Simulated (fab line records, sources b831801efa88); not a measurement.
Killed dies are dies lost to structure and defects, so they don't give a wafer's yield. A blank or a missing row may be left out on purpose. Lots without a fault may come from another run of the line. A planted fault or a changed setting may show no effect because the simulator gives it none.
A sampling plan put to the test | flow sky130 | one fab line, 2 faults that these records tell of, each judged on the records of the lots that it struck
The plan is the line's own looks: the steps of the route at which a gauge or an inspection reads the wafer and doesn't change it. A look can be judged if struck wafers have a number there and the file gives its usual mean and standard deviation on fault-free wafers. Caught: at a look after the fault's first step, the mean of the struck wafers lies 4 or more of those standard deviations (sigma) from the usual mean. On the tool: the same test on the tool's own readings at the fault's steps. Another recipe on the struck wafers, or a record that is blank for them alone, also counts as caught.

THE FAULTS, as the simulator had put them in
1. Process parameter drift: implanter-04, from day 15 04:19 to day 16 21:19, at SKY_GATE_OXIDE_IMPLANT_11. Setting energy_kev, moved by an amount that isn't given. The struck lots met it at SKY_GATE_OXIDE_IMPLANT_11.
2. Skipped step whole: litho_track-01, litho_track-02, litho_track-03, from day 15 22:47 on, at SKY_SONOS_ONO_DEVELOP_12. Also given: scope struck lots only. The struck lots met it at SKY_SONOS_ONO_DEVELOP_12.

WHAT THE PLAN SAW
fault | on the tool itself                               | first look that catches it                   | reading, sigma | median hours from its first step to that look | hours from the fault's start to the first struck lot there | judged looks passed uncaught
1     | beam_energy_keV +99 or beyond sigma              | not the one look that can be judged after it | -              | -                                             | -                                                          | 1
2     | the tool's record is blank for the struck wafers | no look after it can be judged               | -              | -                                             | -                                                          | 0
A dash: the fault isn't caught, or these records don't give the number.

Caught at a look: 0 of 2. Caught on the tool: 2 of 2. By one or the other: 2 of 2.
Caught on the tool alone: faults 1, 2.
